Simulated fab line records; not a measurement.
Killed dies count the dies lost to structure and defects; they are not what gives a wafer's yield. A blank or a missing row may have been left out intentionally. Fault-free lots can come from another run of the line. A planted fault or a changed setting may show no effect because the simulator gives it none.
fab line records	flow sky130
[record] lots = 10	wafers = 30	lastDay = 50
route steps=708 shown VIA1@471 METAL2@485 PAD_OPEN@708
lots untouched by any fault: they come from a run of this same line in which no faults occurred
startH: start of the lot's first displayed wafer, in hours after the record's first day	waitH: how many hours have passed since the lot's step before this one	" identical to the entry in the row above	L1.1+2: one row covering several wafers at once	- no value present, or no start provided	* or withheld: withheld	< > ~ a bound
route shown NAME@n: names a module that has steps shown in the file, with the first one's number in the route	usual: average and standard deviation across the fault-free wafers	same: alike in all rows	chamber/n: place in a boat	sites: readings site by site	_std_site: their standard deviation	_edge_site: inner sites' mean taken away from outer sites' mean	radiusMm: how far each site lies from the wafer's centre	mask NAME#n: copy n	behind: the most recent tool/chamber to have shaped the wafer	hold: the reason the lot was held/the length of the hold in hours/how it ended	device: which transistor (n, p or np) failed to switch	end of line: at the end of the route, the tests of the same wafers	where a step has no rows: the recipe by itself	killed: the dies lost at the first sort to structure and to defects; this is not the yield of the wafer	map: per-die view of a wafer (x killed, . not killed, _ where there is no die)
set.NAME: the setting the step ran with; set.NAME@STEP: the setting that earlier step ran with	model.NAME: the simulator's own value behind a step, which no gauge read
one table for each step of the route and one row for each wafer, over a sample of lots
services: a tool's chamber out of use, with start hour (startH, from the record's first day; less than 0 if before it), hours out, and reason
[[steps]]
[step SKY_VIA1_OVL_MEAS_13]
[usual] VIA1_OVL = -1/6
lot.wafer	tool	chamber	startH	waitH	VIA1_OVL[nm]
L655.1	overlay-01	-	810.04	0.1	-5
L655.2	"	-	"	"	-7
L655.3	"	-	"	"	0
L656.1	overlay-01	-	821.98	0.1	9
L656.2	"	-	"	"	7
L656.5	"	-	"	"	19
L661.1	overlay-01	-	867.14	0.1	1
L661.4	"	-	"	"	4
L661.6	"	-	"	"	9
L665.2	overlay-01	-	902.01	0.1	-3
L665.3	"	-	"	"	-3
L665.6	"	-	"	"	5
L666.2	overlay-02	-	911.45	0.1	-6
L666.5	"	-	"	"	-1
L666.6	"	-	"	"	-7
L669.2	overlay-02	-	915.21	0.1	-4
L669.4	"	-	"	"	12
L669.5	"	-	"	"	5
L667.2	overlay-01	-	916.66	0.1	-1
L667.3	"	-	"	"	2
L667.5	"	-	"	"	1
L671.1	overlay-01	-	928.99	0.1	4
L671.2	"	-	"	"	7
L671.6	"	-	"	"	3
L672.1	overlay-01	-	938.48	0.1	-5
L672.2	"	-	"	"	-2
L672.3	"	-	"	"	-3
L673.1	overlay-02	-	948.38	0.1	0
L673.2	"	-	"	"	-3
L673.5	"	-	"	"	-3
[step SKY_VIA1_STRIP_16]
[recipe] chemistry = O2/N2	powerW = 1400	pressureMtorr = 1500	platenTempC = withheld	o2FlowSccm = 3000	n2FlowSccm = 300	overashFraction = 0.5
[usual] drypumpMotorCurrentA = 5.9/0.34	n2FlowSccm = 300.1/1	o2FlowSccm = 3001/8.2	oesProductAu = 0.416/0.0043	stripTimeToEndpointS = 4.464/0.027
lot.wafer	tool	chamber	startH	waitH	drypumpMotorCurrentA	n2FlowSccm	o2FlowSccm	oesProductAu	rfHoursCounterH	stripTimeToEndpointS
L655.1	plasmaAsher-04	1	810.21	0.0	5.9	302.0	3016	0.419	96	4.504
L655.2	"	0	"	"	5.3	298.2	2999	0.416	96	4.474
L655.3	"	0	"	"	5.3	299.3	3008	0.422	-	4.480
L656.1	plasmaAsher-02	0	822.10	0.0	5.8	299.4	3002	0.411	70	4.475
L656.2	"	1	"	"	5.6	299.7	3012	0.418	70	4.442
L656.5	"	1	"	"	5.6	299.0	3006	0.421	-	4.475
L661.1	plasmaAsher-02	1	867.26	0.0	5.6	299.8	3000	0.422	75	4.451
L661.4	"	1	"	"	5.6	299.8	3007	0.409	-	4.398
L661.6	"	1	"	"	5.6	299.6	3001	0.410	-	4.475
L665.2	plasmaAsher-01	1	902.12	0.0	5.9	299.9	3007	0.413	15	4.495
L665.3	"	1	"	"	5.9	300.1	3001	0.415	-	4.415
L665.6	"	0	"	"	6.4	301.3	3001	0.421	-	4.459
L666.2	plasmaAsher-02	1	911.57	0.0	5.6	301.2	3007	0.417	79	4.447
L666.5	"	0	"	"	5.8	300.1	2981	0.413	-	4.473
L666.6	"	1	"	"	5.6	301.4	3002	0.410	-	4.429
L669.2	plasmaAsher-01	1	915.32	0.0	5.9	300.7	3002	0.421	17	4.481
L669.4	"	0	"	"	6.4	299.4	2994	0.414	-	4.464
L669.5	"	0	"	"	6.4	299.7	2984	0.409	-	4.489
L667.2	plasmaAsher-02	1	916.77	0.0	5.6	299.2	3006	0.414	80	4.456
L667.3	"	0	"	"	5.8	300.5	3000	0.414	-	4.465
L667.5	"	1	"	"	5.6	299.7	3007	0.420	-	4.487
L671.1	plasmaAsher-01	0	929.12	0.0	6.4	300.4	3002	0.418	18	4.482
L671.2	"	1	"	"	5.9	300.8	2995	0.410	18	4.425
L671.6	"	0	"	"	6.4	301.4	2998	0.413	-	4.429
L672.1	plasmaAsher-04	1	938.61	0.0	5.9	299.1	3000	0.420	108	4.499
L672.2	"	0	"	"	5.3	299.4	3011	0.416	108	4.502
L672.3	"	1	"	"	5.9	299.4	2999	0.419	-	4.528
L673.1	plasmaAsher-01	0	948.51	0.0	6.4	299.3	3000	0.412	20	4.480
L673.2	"	1	"	"	5.9	298.9	3006	0.419	20	4.461
L673.5	"	0	"	"	6.4	300.1	3001	0.411	-	4.487
[step SKY_METAL2_SPUTTER_02]
[recipe] material = AlCu	targetThkNm = 250	powerW = 10600	timeS = 13.3	chamberPressurePa = 0.4
[usual] throttleValvePct = 30.4/1.5
lot.wafer	tool	chamber	startH	waitH	throttleValvePct
L655.1	pvdSputter-01	-	811.49	0.0	30.0
L655.2	"	-	"	"	30.9
L655.3	"	-	"	"	31.0
L656.1	pvdSputter-02	-	823.42	0.0	28.6
L656.2	"	-	"	"	30.1
L656.5	"	-	"	"	30.7
L661.1	pvdSputter-02	-	868.58	0.0	30.7
L661.4	"	-	"	"	30.2
L661.6	"	-	"	"	30.7
L665.2	pvdSputter-02	-	903.40	0.0	29.9
L665.3	"	-	"	"	29.9
L665.6	"	-	"	"	28.7
L666.2	pvdSputter-03	-	913.18	0.0	30.4
L666.5	"	-	"	"	32.0
L666.6	"	-	"	"	30.2
L669.2	pvdSputter-03	-	916.63	0.0	30.3
L669.4	"	-	"	"	27.3
L669.5	"	-	"	"	29.6
L667.2	pvdSputter-02	-	918.23	0.0	30.3
L667.3	"	-	"	"	28.9
L667.5	"	-	"	"	30.0
L671.1	pvdSputter-01	-	930.61	0.0	29.8
L671.2	"	-	"	"	31.0
L671.6	"	-	"	"	33.4
L672.1	pvdSputter-03	-	939.89	0.0	30.4
L672.2	"	-	"	"	27.5
L672.3	"	-	"	"	29.6
L673.1	pvdSputter-01	-	949.82	0.0	29.6
L673.2	"	-	"	"	33.2
L673.5	"	-	"	"	29.8
[step SKY_METAL2_RS_MEAS_05]
[recipe] thkMeasGauge = four-point-probe	reads = TiN_of_METAL2_SPUTTER_04+Ti_of_METAL2_SPUTTER_03+AlCu_of_METAL2_SPUTTER_02+TiN_of_METAL2_SPUTTER_01+Ti_of_METAL2_SPUTTER_00
[usual] METAL2_ALCU_RS = 0.1269/0.0011
lot.wafer	tool	chamber	startH	waitH	hold	METAL2_ALCU_RS[ohm/sq]
L655.1	filmMetro-02	-	811.58	0.0	-	0.1263
L655.2	"	-	"	"	-	0.1272
L655.3	"	-	"	"	-	0.1270
L656.1	filmMetro-01	-	823.51	0.0	-	0.1257
L656.2	"	-	"	"	-	0.1248
L656.5	"	-	"	"	-	0.1272
L661.1	filmMetro-03	-	868.67	0.0	-	0.1255
L661.4	"	-	"	"	-	0.1257
L661.6	"	-	"	"	-	0.1258
L665.2	filmMetro-01	-	903.51	0.0	awaitDispo/0.2h/release	0.1258
L665.3	"	-	"	"	awaitDispo/0.2h/release	0.1247
L665.6	"	-	"	"	awaitDispo/0.2h/release	0.1344
L665.2	filmMetro-01	-	903.80	0.3	-	0.1258
L665.3	"	-	"	"	-	0.1248
L665.6	"	-	"	"	-	0.1347
L666.2	filmMetro-01	-	913.29	0.0	-	0.1265
L666.5	"	-	"	"	-	0.1264
L666.6	"	-	"	"	-	0.1267
L669.2	filmMetro-03	-	916.74	0.0	-	0.1281
L669.4	"	-	"	"	-	0.1295
L669.5	"	-	"	"	-	0.1276
L667.2	filmMetro-03	-	918.34	0.0	awaitDispo/0.2h/release	0.1270
L667.3	"	-	"	"	awaitDispo/0.2h/release	0.1366
L667.5	"	-	"	"	awaitDispo/0.2h/release	0.1263
L667.2	filmMetro-03	-	918.63	0.3	-	0.1269
L667.3	"	-	"	"	-	0.1366
L667.5	"	-	"	"	-	0.1264
L671.1	filmMetro-02	-	930.70	0.0	-	0.1263
L671.2	"	-	"	"	-	0.1276
L671.6	"	-	"	"	-	0.1275
L672.1	filmMetro-01	-	939.98	0.0	-	0.1294
L672.2	"	-	"	"	-	0.1301
L672.3	"	-	"	"	-	0.1290
L673.1	filmMetro-03	-	949.91	0.0	-	0.1267
L673.2	"	-	"	"	-	0.1269
L673.5	"	-	"	"	-	0.1269
[step SKY_METAL2_THK_MEAS_06]
[recipe] thkMeasGauge = xrf	reads = AlCu_of_METAL2_SPUTTER_02
[usual] METAL2_ALCU_THK = 250.4/2.8
lot.wafer	tool	chamber	startH	waitH	hold	METAL2_ALCU_THK[nm]
L655.1	filmMetro-02	-	811.70	0.1	-	248.6
L655.2	"	-	"	"	-	248.2
L655.3	"	-	"	"	-	247.8
L656.1	filmMetro-01	-	823.63	0.1	-	256.1
L656.2	"	-	"	"	-	256.3
L656.5	"	-	"	"	-	252.7
L661.1	filmMetro-03	-	868.79	0.1	-	252.8
L661.4	"	-	"	"	-	252.5
L661.6	"	-	"	"	-	253.9
L665.2	filmMetro-01	-	905.34	1.5	awaitDispo/0.2h/release	252.9
L665.3	"	-	"	"	awaitDispo/0.2h/release	253.6
L665.6	"	-	"	"	awaitDispo/0.2h/release	239.2
L665.2	filmMetro-01	-	905.62	0.3	-	252.1
L665.3	"	-	"	"	-	254.5
L665.6	"	-	"	"	-	238.9
L666.2	filmMetro-01	-	913.40	0.1	-	251.7
L666.5	"	-	"	"	-	251.4
L666.6	"	-	"	"	-	250.0
L669.2	filmMetro-03	-	916.85	0.1	-	247.3
L669.4	"	-	"	"	-	246.2
L669.5	"	-	"	"	-	246.5
L667.2	filmMetro-03	-	923.36	4.7	awaitDispo/0.2h/release	249.9
L667.3	"	-	"	"	awaitDispo/0.2h/release	231.7
L667.5	"	-	"	"	awaitDispo/0.2h/release	251.2
L667.2	filmMetro-03	-	923.58	0.2	-	248.0
L667.3	"	-	"	"	-	232.4
L667.5	"	-	"	"	-	247.8
L671.1	filmMetro-02	-	930.82	0.1	-	249.5
L671.2	"	-	"	"	-	245.4
L671.6	"	-	"	"	-	247.7
L672.1	filmMetro-01	-	940.10	0.1	-	248.6
L672.2	"	-	"	"	-	246.7
L672.3	"	-	"	"	-	248.5
L673.1	filmMetro-03	-	950.03	0.1	-	252.5
L673.2	"	-	"	"	-	250.4
L673.5	"	-	"	"	-	250.5
[step SKY_METAL2_CD_MEAS_15]
[recipe] targetCdNm = 140
[usual] cdNm = 139.3/1.6
lot.wafer	tool	chamber	startH	waitH	cdNm
L655.1	cdSem-01	-	837.67	-	140.4
L655.2	"	-	"	"	139.8
L655.3	"	-	"	"	141.8
L656.1	cdSem-02	-	849.62	-	139.0
L656.2	"	-	"	"	139.4
L656.5	"	-	"	"	138.4
L661.1	cdSem-02	-	894.67	-	141.0
L661.4	"	-	"	"	140.3
L661.6	"	-	"	"	139.5
L665.2	cdSem-02	-	928.33	-	137.8
L665.3	"	-	"	"	138.4
L665.6	"	-	"	"	139.2
L666.2	cdSem-01	-	937.98	-	137.4
L666.5	"	-	"	"	137.0
L666.6	"	-	"	"	137.3
L669.2	cdSem-02	-	941.05	-	138.8
L669.4	"	-	"	"	137.9
L669.5	"	-	"	"	140.5
L667.2	cdSem-01	-	942.99	-	139.3
L667.3	"	-	"	"	137.4
L667.5	"	-	"	"	137.9
L671.1	cdSem-02	-	955.51	-	140.1
L671.2	"	-	"	"	139.5
L671.6	"	-	"	"	139.0
L672.1	cdSem-02	-	964.13	-	141.2
L672.2	"	-	"	"	139.8
L672.3	"	-	"	"	140.4
L673.1	cdSem-01	-	973.57	-	140.2
L673.2	"	-	"	"	138.9
L673.5	"	-	"	"	139.1
[step SKY_PAD_OPEN_PROBE_99]
[usual] defectLimitedYield = 82.3/2	killed_at_M0_to_M3 = 44/7.1	killed_at_M4_up = 3.3/1.8	killedAtContacts = 24/5.1	killedAtFrontEnd = 16/4.7	killedAtOther = 0.3/0.52	killedDies = 87/9.7	killedOpen = 47/6.8	killedShort = 39/6.7	sort_bin_3_pad_short = 0.9/0.43	sort_bin_5_function = 10.4/1.4	sort_bin_6_memory = 6.4/1.2	sortNPass = 405/9.7	sortYieldPct = 82.3/2
[same] grossDies = 492	killedAtBackSide = 0	sort_bin_4_leakage[%] = 0	sort_bin_8_speed[%] = 0
lot.wafer	tool	chamber	startH	waitH	defectLimitedYield[%]	killed_at_M0_to_M3	killed_at_M4_up	killedAtContacts	killedAtFrontEnd	killedAtOther	killedDies	killedOpen	killedShort	sort_bin_3_pad_short[%]	sort_bin_5_function[%]	sort_bin_6_memory[%]	sortNPass	sortYieldPct[%]
L656.1	prober-02	-	1097.83	0.1	81.7	44	1	22	23	0	90	53	36	1.2	11.6	5.5	402	81.7
L656.2	prober-02	-	1097.88	0.1	83.3	38	3	24	17	0	82	46	36	0.6	12.2	3.9	410	83.3
L656.5	prober-02	-	1098.03	0.2	80.3	42	5	22	28	0	97	54	43	0.8	11.4	7.5	395	80.3
L661.1	prober-01	-	1132.41	0.1	83.1	40	1	23	19	0	83	45	38	1.4	11.2	4.3	409	83.1
L661.4	prober-01	-	1132.56	0.2	80.5	48	1	27	19	1	96	52	44	2.4	10.0	7.1	396	80.5
L661.6	prober-01	-	1132.66	0.2	79.9	53	2	21	23	0	99	55	44	0.4	11.0	8.7	393	79.9
L665.2	prober-01	-	1157.00	0.1	80.9	51	2	24	17	0	94	53	41	0.8	10.0	8.3	398	80.9
L665.3	prober-01	-	1157.05	0.2	83.3	46	3	24	9	0	82	42	40	0.8	8.7	7.1	410	83.3
L665.6	prober-01	-	1157.20	0.2	81.7	48	7	14	20	1	90	52	38	0.8	11.4	6.1	402	81.7
L666.2	prober-02	-	1166.39	0.1	82.1	44	8	18	18	0	88	47	40	0.2	12.0	5.7	404	82.1
L666.5	prober-02	-	1166.54	0.2	80.3	48	2	23	24	0	97	63	33	1.2	12.6	5.9	395	80.3
L666.6	prober-02	-	1166.59	0.2	78.5	48	6	29	23	0	106	44	62	1.2	13.6	6.7	386	78.5
L669.2	prober-01	-	1168.08	0.1	85.4	38	2	25	7	0	72	38	34	0.6	8.7	5.3	420	85.4
L669.4	prober-01	-	1168.18	0.2	82.7	49	1	19	15	1	85	41	44	1.2	8.3	7.7	407	82.7
L669.5	prober-01	-	1168.23	0.2	85.0	41	2	16	15	0	74	43	31	1.6	8.3	5.1	418	85.0
L667.2	prober-02	-	1168.79	0.1	84.3	30	5	21	21	0	77	38	38	1.4	9.1	5.1	415	84.3
L667.3	prober-02	-	1168.84	0.2	83.5	44	3	21	13	0	81	38	41	1.0	8.9	6.5	411	83.5
L667.5	prober-02	-	1168.94	0.2	81.1	45	3	26	19	0	93	53	39	0.8	10.0	8.1	399	81.1
L672.1	prober-02	-	1181.06	0.1	82.1	37	3	24	23	1	88	51	36	1.0	11.0	5.9	404	82.1
L672.2	prober-02	-	1181.11	0.1	80.9	49	5	18	22	0	94	56	37	0.4	10.4	8.3	398	80.9
L672.3	prober-02	-	1181.16	0.2	81.3	46	3	32	11	0	92	46	46	1.2	9.8	7.7	400	81.3
// killed by level:class
L656.1 CONTACT:geometricParticle:open=9 VIA1:geometricParticle:open=9 VIA2:geometricParticle:open=8 FIELD_ISO:geometricParticle:open=7 VIA3:geometricParticle:open=7 FIELD_ISO:geometricParticle:short=5 VIA1:geometricParticle:short=5 POLY_GATE:geometricParticle:open=4
L656.2 VIA2:geometricParticle:open=11 LI_CONTACT:geometricParticle:open=8 CONTACT:geometricParticle:open=6 VIA3:geometricParticle:open=6 LOCAL_INTERCONNECT:geometricParticle:short=5 VIA1:geometricParticle:short=4 FIELD_ISO:geometricParticle:open=3 FIELD_ISO:geometricParticle:short=3
L656.5 VIA1:geometricParticle:open=14 LI_CONTACT:geometricParticle:open=9 POLY_GATE:geometricParticle:short=7 CONTACT:geometricParticle:open=7 FIELD_ISO:geometricParticle:short=6 METAL2:geometricParticle:short=6 VIA3:geometricParticle:open=6 POLY_GATE:geometricParticle:open=5
L661.1 VIA1:geometricParticle:open=9 METAL2:geometricParticle:short=8 VIA2:geometricParticle:open=7 LI_CONTACT:geometricParticle:open=7 CONTACT:geometricParticle:open=7 FIELD_ISO:geometricParticle:open=5 FIELD_ISO:geometricParticle:short=5 POLY_GATE:geometricParticle:short=5
L661.4 POLY_GATE:geometricParticle:open=9 CONTACT:geometricParticle:open=9 METAL2:geometricParticle:short=9 VIA2:geometricParticle:open=8 LI_CONTACT:geometricParticle:open=7 LOCAL_INTERCONNECT:geometricParticle:short=6 VIA3:geometricParticle:open=6 METAL1:geometricParticle:short=6
L661.6 VIA1:geometricParticle:open=12 VIA2:geometricParticle:open=9 CONTACT:geometricParticle:open=7 FIELD_ISO:geometricParticle:open=6 LI_CONTACT:geometricParticle:open=6 METAL1:geometricParticle:short=6 METAL2:geometricParticle:short=6 FIELD_ISO:geometricParticle:short=5
L665.2 CONTACT:geometricParticle:open=12 VIA1:geometricParticle:short=10 VIA1:geometricParticle:open=9 VIA3:geometricParticle:open=8 FIELD_ISO:geometricParticle:open=7 METAL2:geometricParticle:short=6 VIA2:geometricParticle:open=5 FIELD_ISO:geometricParticle:short=4
L665.3 VIA1:geometricParticle:open=11 CONTACT:geometricParticle:open=10 CONTACT:geometricParticle:short=7 VIA3:geometricParticle:open=6 FIELD_ISO:geometricParticle:short=5 VIA2:geometricParticle:open=5 VIA1:geometricParticle:short=5 METAL2:geometricParticle:short=5
L665.6 VIA1:geometricParticle:open=10 METAL2:geometricParticle:short=8 VIA2:geometricParticle:open=8 POLY_GATE:geometricParticle:open=6 VIA1:geometricParticle:short=6 FIELD_ISO:geometricParticle:open=5 LI_CONTACT:geometricParticle:open=5 CONTACT:geometricParticle:open=4
L666.2 VIA1:geometricParticle:open=11 LI_CONTACT:geometricParticle:open=7 VIA3:geometricParticle:open=7 CONTACT:geometricParticle:open=6 METAL2:geometricParticle:short=6 METAL4:geometricParticle:short=6 POLY_GATE:geometricParticle:short=5 POLY_GATE:geometricParticle:open=5
L666.5 VIA1:geometricParticle:open=18 CONTACT:geometricParticle:open=11 LI_CONTACT:geometricParticle:open=7 VIA3:geometricParticle:open=7 VIA3:geometricParticle:short=6 FIELD_ISO:geometricParticle:open=5 SPACER:geometricParticle:short=5 VIA2:geometricParticle:open=5
L666.6 CONTACT:geometricParticle:open=8 VIA1:geometricParticle:open=8 METAL2:geometricParticle:short=8 LI_CONTACT:geometricParticle:open=7 POLY_GATE:geometricParticle:short=6 VIA2:geometricParticle:short=6 FIELD_ISO:geometricParticle:short=5 FIELD_ISO:geometricParticle:open=5
L669.2 VIA1:geometricParticle:open=14 METAL1:geometricParticle:short=10 LI_CONTACT:geometricParticle:open=8 CONTACT:geometricParticle:short=6 CONTACT:geometricParticle:open=6 LOCAL_INTERCONNECT:geometricParticle:short=3 VIA1:geometricParticle:short=3 VIA3:geometricParticle:open=3
L669.4 METAL1:geometricParticle:short=13 VIA1:geometricParticle:open=13 CONTACT:geometricParticle:open=11 VIA2:geometricParticle:open=5 METAL2:geometricParticle:short=5 FIELD_ISO:geometricParticle:short=4 CONTACT:geometricParticle:short=4 METAL3:geometricParticle:short=4
L669.5 VIA3:geometricParticle:open=11 VIA1:geometricParticle:open=8 CONTACT:geometricParticle:open=7 CONTACT:geometricParticle:short=6 METAL1:geometricParticle:short=5 METAL3:geometricParticle:short=3 SPACER:geometricParticle:short=3 METAL2:geometricParticle:short=3
L667.2 LI_CONTACT:geometricParticle:open=10 VIA1:geometricParticle:open=7 FIELD_ISO:geometricParticle:short=6 FIELD_ISO:geometricParticle:open=5 LI_CONTACT:geometricParticle:short=5 METAL2:geometricParticle:short=5 POLY_GATE:geometricParticle:short=4 CONTACT:geometricParticle:open=4
L667.3 CONTACT:geometricParticle:open=9 VIA2:geometricParticle:open=7 VIA1:geometricParticle:short=7 METAL2:geometricParticle:short=6 LOCAL_INTERCONNECT:geometricParticle:short=5 POLY_GATE:geometricParticle:open=4 VIA3:geometricParticle:short=4 VIA1:geometricParticle:open=4
L667.5 VIA1:geometricParticle:open=18 CONTACT:geometricParticle:open=12 POLY_GATE:geometricParticle:open=8 VIA2:geometricParticle:open=6 FIELD_ISO:geometricParticle:short=5 LOCAL_INTERCONNECT:geometricParticle:short=5 METAL2:geometricParticle:short=4 LI_CONTACT:geometricParticle:open=4
L672.1 CONTACT:geometricParticle:open=12 VIA1:geometricParticle:open=10 VIA3:geometricParticle:open=7 FIELD_ISO:geometricParticle:open=5 POLY_GATE:geometricParticle:open=5 FIELD_ISO:geometricParticle:short=4 LI_CONTACT:geometricParticle:open=4 CONTACT:geometricParticle:short=4
L672.2 VIA1:geometricParticle:open=21 CONTACT:geometricParticle:open=9 FIELD_ISO:geometricParticle:open=8 FIELD_ISO:geometricParticle:short=5 METAL2:geometricParticle:short=5 CONTACT:geometricParticle:short=5 VIA3:geometricParticle:open=5 METAL4:geometricParticle:short=5
L672.3 CONTACT:geometricParticle:open=10 VIA2:geometricParticle:open=9 METAL2:geometricParticle:short=8 VIA3:geometricParticle:open=7 LOCAL_INTERCONNECT:geometricParticle:short=6 VIA1:geometricParticle:open=6 LI_CONTACT:geometricParticle:short=5 VIA1:geometricParticle:short=5
[[services]]
tool	chamber	startH	hours	kind
pvdSputter-02	1	802.20	-	consumableReplace:kit
pvdSputter-02	1	802.20	18.0	scheduledDown
pvdSputter-02	1	802.20	18.0	ventCycle
plasmaAsher-02	-	825.99	0.9	repair
pvdSputter-03	0	839.61	-	consumableReplace:kit
pvdSputter-03	0	839.61	18.0	scheduledDown
pvdSputter-03	0	839.61	18.0	ventCycle
pvdSputter-01	-	877.90	3.2	repair
plasmaAsher-01	-	877.99	4.4	repair
pvdSputter-01	-	901.31	6.1	repair
pvdSputter-02	-	903.64	2.6	repair
[[key]]
[firstSign] step = SKY_METAL2_RS_MEAS_05	reading = visit	direction = added
[effect] step = SKY_METAL2_RS_MEAS_05	reading = METAL2_ALCU_RS	direction = up	sigmas = 7.6	usual = 0.1269	struck = 0.1355
[effect] step = SKY_METAL2_THK_MEAS_06	reading = visit	direction = added
[effect] step = SKY_METAL2_THK_MEAS_06	reading = METAL2_ALCU_THK	direction = down	sigmas = 5.3	usual = 250.4	struck = 235.5
metAt SKY_METAL2_SPUTTER_02
struckLots L665,L667
struckWafers L665.6,L667.3
notActingAt SKY_VIA1_OVL_MEAS_13,SKY_VIA1_STRIP_16,SKY_METAL2_CD_MEAS_15
onsetBetween 823.42 903.40
[fault] kind = processParameterDrift	tool = pvdSputter-02	chamber = -	onsetH = 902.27	steps = SKY_METAL2_SPUTTER_02	channel = targetThkNm	offset = -16.912	shape = step	endH = 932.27	actsIn = theseRecipesOnly	stated = 250	scope = struckWafersOnly
